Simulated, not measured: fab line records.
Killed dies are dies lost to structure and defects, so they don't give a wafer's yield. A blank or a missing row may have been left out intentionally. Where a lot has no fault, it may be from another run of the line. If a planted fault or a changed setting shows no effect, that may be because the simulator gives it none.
The same fault as seen by 2 desks | flow sfqLine | only its own numbers are on each desk; what lay behind them is given at the end

== THE TOOL OWNER'S DESK: lithoTrack-01 ==
The tool's own readings at SFQ_TRILAYER_C5_LITHO_COAT_151 (resist thk 650 nm): means of the sampled wafers that have a number, for each lot that ran on this tool. Marked OUT: a lot whose mean sits more than 4 standard deviations from the usual mean, which makes it out of limits; the brackets give that distance.
Columns: A = resistLineTempC at SFQ_TRILAYER_C5_LITHO_COAT_151, usual 22.99 C; B = spinSpeedRpm at SFQ_TRILAYER_C5_LITHO_COAT_151, usual 3000.0 rpm
lot  | first seen here | A     | B
L139 | day 67 02:46    | 23.08 | 2999.3
L140 | day 67 17:07    | 22.94 | 3000.9
L149 | day 69 22:36    | 22.90 | 2739.4 (-99 or more) OUT
L152 | day 70 02:18    | 23.00 | 2744.3 (-99 or more) OUT
L157 | day 79 16:48    | 22.89 | 2996.1
L158 | day 79 19:15    | 22.96 | 3001.3
L159 | day 79 22:48    | 23.12 | 3000.4
This desk's finding: out of limits on L149, L152; first on L149, day 69 22:36 (spinSpeedRpm at SFQ_TRILAYER_C5_LITHO_COAT_151). Within limits: L139, L140, L157, L158, L159.

== METROLOGY DESK ==
What the gauges read, lot by lot, whatever tool the lot ran on: means of the sampled wafers that have a number. Marked OUT: a lot whose mean sits more than 4 standard deviations from the usual mean, which makes it out of limits; the brackets give that distance.
Columns: A = I4_OVL at SFQ_I4_OVL_MEAS_928, usual -4 nm
lot  | first seen here | A
L139 | day 49 17:46    | -3
L140 | day 49 20:10    | -2
L141 | day 50 11:21    | 0
L142 | day 50 16:41    | -6
L149 | day 59 10:32    | -2
L152 | day 60 10:33    | -8
L155 | day 60 22:32    | -4
L156 | day 61 02:08    | -5
L157 | day 61 04:32    | -1
L158 | day 61 08:09    | -2
L159 | day 61 10:32    | -4
L160 | day 61 15:20    | -8
L161 | day 61 18:56    | -7
L162 | day 63 15:49    | 5
This desk's finding: nothing out of limits on any of the 14 lots.

== PUT TOGETHER ==
An alarm could have come from the tool owner's desk at day 69 22:36, on L149, L152.
At the metrology desk, nothing out of limits was observed.
The metrology desk has L149, L152 on record, within its limits.
The lots listed all ran SFQ_TRILAYER_C5_LITHO_COAT_151 on lithoTrack-01.

== WHAT THE SIMULATOR HAD INSERTED ==
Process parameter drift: lithoTrack-01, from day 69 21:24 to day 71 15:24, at SFQ_TRILAYER_C5_LITHO_COAT_151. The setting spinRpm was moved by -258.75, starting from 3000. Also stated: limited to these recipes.
Struck lots among those shown: L149, L152.
Hours from the fault's start to each desk's first reading out of limits: the tool owner's desk, 1.
